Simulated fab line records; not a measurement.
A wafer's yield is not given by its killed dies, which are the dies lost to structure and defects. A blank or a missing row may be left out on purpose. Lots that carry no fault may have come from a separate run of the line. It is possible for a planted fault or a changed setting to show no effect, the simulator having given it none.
Comparing a struck lot with a sound one    flow sky130    14 out of 708 route steps
Sound: the wafers L872.2, L872.3, L872.5. The struck wafers were L881.2, L881.3, L881.4. The cause is named last.
Order at every step that has rows: each side's tool, ch and its chambers, its first start. Under that, the readings that differ: sound wafers    struck wafers    difference of the means    sigmas: that difference in standard deviations of wafers without a fault.
alike: words and numbers the same on both sides, and readings whose means are apart by under 2 such deviations; not compared: readings that were withheld, readings missing a value for some wafer, numbers with overlapping values and no deviation given by the record, and bounds like >300 which may hide the same value.
A row with sigmas, a row that says differs or no value, or rows on one side alone: a step with any of these is where the two part. Numbers that don't overlap but have no deviation are shown without sigmas and don't part them. A reading missing from all wafers of one side parts the sides only when that side holds two or more wafers.

first, 3 steps without rows for these wafers: SKY_METAL4_CLEAN_21 (cleans in IPA, time 180 s); SKY_METAL4_CLEAN_22 (cleans in O3/DIW); SKY_VIA4_HDPCVD_00 (deposits SiO2, target thk 1750 nm, time 291.7 s).
SKY_VIA4_THK_MEAS_01:
  struck on film_metro-01, day 45 08:53; sound on film_metro-01, day 43 04:35
  alike: VIA4_HDPCVD_THK
SKY_VIA4_CMP_02: polishes SiO2.
  sound on cmp-01 ch 1,2, day 43 04:38; struck on cmp-02 ch 0,1,3, day 45 08:56
  alike: motor_current_A
SKY_VIA4_BOW_MEAS_03:
  struck on film_metro-03, day 45 09:15; sound on film_metro-01, day 43 04:58
  alike: VIA4_BOW
then, 6 steps without rows for these wafers: SKY_VIA4_DEHYDRATE_04 (time 60 s); SKY_VIA4_HMDS_05 (prime time 60 s); SKY_VIA4_COAT_06 (resist thk 1140 nm); SKY_VIA4_SOFTBAKE_07 (time 60 s); SKY_VIA4_EXPOSE_08 (exposes mask VIM4, target cd 800 nm); SKY_VIA4_PEB_09.
SKY_VIA4_DEVELOP_10: develop time 60 s.
  sound on litho_track-01 ch 0, day 44 03:49; struck on litho_track-02, day 46 06:01
  no value came back on the struck wafers for chill_plate_temp_C (C), develop_time_s (s); on the sound wafers chill_plate_temp_C (C) reads 22.99 22.90 22.94
SKY_VIA4_OVL_MEAS_11:
  struck on overlay-02, day 46 06:09; sound on overlay-02, day 44 03:57
reading        sound           struck  difference                     sigmas
VIA4_OVL (nm)  -0.9 -0.9 -0.4  - - -   no value on the struck wafers  

== WHERE THEY PART ==
At SKY_VIA4_DEVELOP_10 first; at SKY_VIA4_OVL_MEAS_11 last (within this record only).

WHY: whatever the simulator had introduced
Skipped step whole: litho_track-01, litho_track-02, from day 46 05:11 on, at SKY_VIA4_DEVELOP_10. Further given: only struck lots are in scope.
